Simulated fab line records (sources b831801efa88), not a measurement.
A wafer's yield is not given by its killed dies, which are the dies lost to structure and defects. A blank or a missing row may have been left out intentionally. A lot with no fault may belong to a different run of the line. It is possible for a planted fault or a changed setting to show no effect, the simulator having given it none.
Problem report, 8D (eight disciplines) form, completed by code ; flow gf180mcu ; the parts of the form that need people (team, actions taken, sign-off) are left out

1. WHAT WENT WRONG
At GF_STI_ETCH_14, run-length-s averages 119.4 s over 2 wafers from 2 lots, while fault-free wafers read 131.0 s, standard deviation 0.42. Relative to the usual mean, that is a shift of -28 standard deviations.
The step: etches Si in HBr/Cl2/O2, target depth 360 nm, time 102.9 s.
The first sign was on wafer L483.6 at day 5 15:20, on rie-si-01. The record holds 41 wafers of 14 lots with a number at this step. By rule, "out" or "out of limits" means more than 4 standard deviations away from the usual mean. All remaining wafers that have a number are taken as sound.

2. WHAT IT IS AND WHAT IT IS NOT
question;is;is not
which readings at this step;run-length-s;drypump-motor-current-A, oes-product-au, throttle-valve-pct
which lots;L483, L485;L467, L468, L470, L471, L472, L474, L475, L476, L477, L478, L479, L489
which wafers of those lots;L483.6, L485.6;L483.1, L483.2, L485.2
read on which tools;rie-si-01;rie-si-02
when;from day 5 15:20;"up to then (35 sound wafers); but 4 sound wafers of L485, L489 came after"

3. SUSPECTS, AND WHAT RULES EACH OUT
Counting: if a tool at a process step up to the reading ran every lot that is out, it stays a suspect. Sound lots after the first of them don't rule it out here, since some wafers of a struck lot are sound.
- rie-si-01 at GF_STI_ETCH_14 (etches Si in HBr/Cl2/O2, target depth 360 nm, time 102.9 s): kept. Every lot that is out went through it, the first being L483 (day 5 15:20); the last sound lot it ran before that was L479 (day 4 17:43). On those wafers its own readings are out: run-length-s.
Remaining after the count: rie-si-01 at GF_STI_ETCH_14.

4. THE CAUSE (what the simulator had put in)
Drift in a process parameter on rie-si-01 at GF_STI_ETCH_14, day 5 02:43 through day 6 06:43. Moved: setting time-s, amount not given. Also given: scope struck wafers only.
This tool alone remained once counting was done.

5. THE EFFECT CHAIN, in route order
Rows list readings where the struck wafers' mean (over those with a number) sits beyond 3 standard deviations from the usual. Only readings for which the record gives a usual standard deviation are gone through. hours: the time from each lot's start at the first step in this table that gives one to its start at this step, as a median over the lots. sigmas: the change in usual standard deviations.
hours;step;reading;usual;on struck wafers;change;sigmas
0;GF_STI_ETCH_14;run-length-s;131.0 s;119.4;-11.6;-28
The process steps in it:
- GF_STI_ETCH_14: etches Si in HBr/Cl2/O2, target depth 360 nm, time 102.9 s.
Later measuring or inspecting steps at which every struck wafer that the step has a row for has a number for every such reading, and none has moved that far: GF_VT_IMPLANT_OVL_MEAS_07.

6. WHAT WOULD HAVE CAUGHT IT SOONER
First out-of-limits reading in this record: day 5 15:20, which is 13 hours after fault onset at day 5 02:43.
